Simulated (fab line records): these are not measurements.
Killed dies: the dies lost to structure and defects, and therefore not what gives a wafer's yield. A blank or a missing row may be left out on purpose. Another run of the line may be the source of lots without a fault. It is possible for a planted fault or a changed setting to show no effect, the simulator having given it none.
The same fault as seen by 2 desks | flow sky130 | what lay behind the numbers comes last; until then each desk has only its own

TOOL OWNER'S DESK, wetBench-03
The tool's own readings at SKY_FIELD_ISO_WET_ETCH_30 (etches SiO2 in dHF, target depth 25 nm, time 50 s): means of the sampled wafers that have a number, for each lot that ran on this tool. A lot is out of limits, marked OUT, if its mean lies more than 4 standard deviations from the usual mean; the brackets give that distance.
Columns: A = runLengthS at SKY_FIELD_ISO_WET_ETCH_30, usual 78 s
lot  | first seen here | A
L805 | day 4 14:02     | 76
L807 | day 5 00:41     | 113 (+11) OUT
L811 | day 5 21:26     | 121 (+14) OUT
This desk's finding: out of limits on L807, L811; first on L807, day 5 00:41 (runLengthS at SKY_FIELD_ISO_WET_ETCH_30). L805: within limits.

METROLOGY DESK
Means of the sampled wafers that have a number, per lot and without regard to the tool the lot ran on: this is what the gauges read. A lot is out of limits, marked OUT, if its mean lies more than 4 standard deviations from the usual mean; the brackets give that distance.
Columns: A = FIELD_ISO_OXIDATION_01_THK at SKY_FIELD_ISO_THK_MEAS_23, usual 9.93 nm; B = FIELD_ISO_CVD_24_THK at SKY_FIELD_ISO_THK_MEAS_25, usual 593 nm; C = NWELL_OXIDATION_THK at SKY_NWELL_THK_MEAS_02, usual 9.92 nm; D = DNWELL_TW at SKY_DNWELL_TW_MEAS_09, usual 1112; E = PWDE_OVL at SKY_PWDE_OVL_MEAS_07, usual 0.6 nm; F = PWDE_TW at SKY_PWDE_TW_MEAS_10, usual 370.2
lot  | first seen here | A     | B   | C     | D    | E   | F
L802 | day 3 19:37     | 9.90  | 608 | 9.69  | 1117 | 1.1 | 368.9
L805 | day 4 11:31     | 9.80  | 591 | 10.18 | 1107 | 2.6 | 373.2
L807 | day 4 20:52     | 9.78  | 584 | 9.76  | 1120 | 0.6 | 371.8
L811 | day 5 17:47     | 9.54  | 592 | 9.75  | 1104 | 0.0 | 372.8
L814 | day 6 13:04     | 10.06 | 594 | 10.03 | 1121 | 2.0 | 373.1
L817 | day 7 01:33     | 10.07 | 583 | 10.14 | 1122 | 0.2 | 374.1
This desk found nothing out of limits on any of the 6 lots.

ALL TOGETHER
An alarm could have come from the tool owner's desk at day 5 00:41, on L807, L811.
The metrology desk saw nothing out of limits.
The metrology desk has L807, L811 on record, within its limits.
Of the lots named, all ran SKY_FIELD_ISO_WET_ETCH_30 on wetBench-03.

WHAT HAD BEEN PUT IN BY THE SIMULATOR
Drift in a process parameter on wetBench-03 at SKY_FIELD_ISO_WET_ETCH_30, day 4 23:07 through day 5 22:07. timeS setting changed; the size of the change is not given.
Struck lots among those shown: L807, L811.
Time in hours from fault onset to the first out-of-limits reading at each desk: the tool owner's desk, 2.
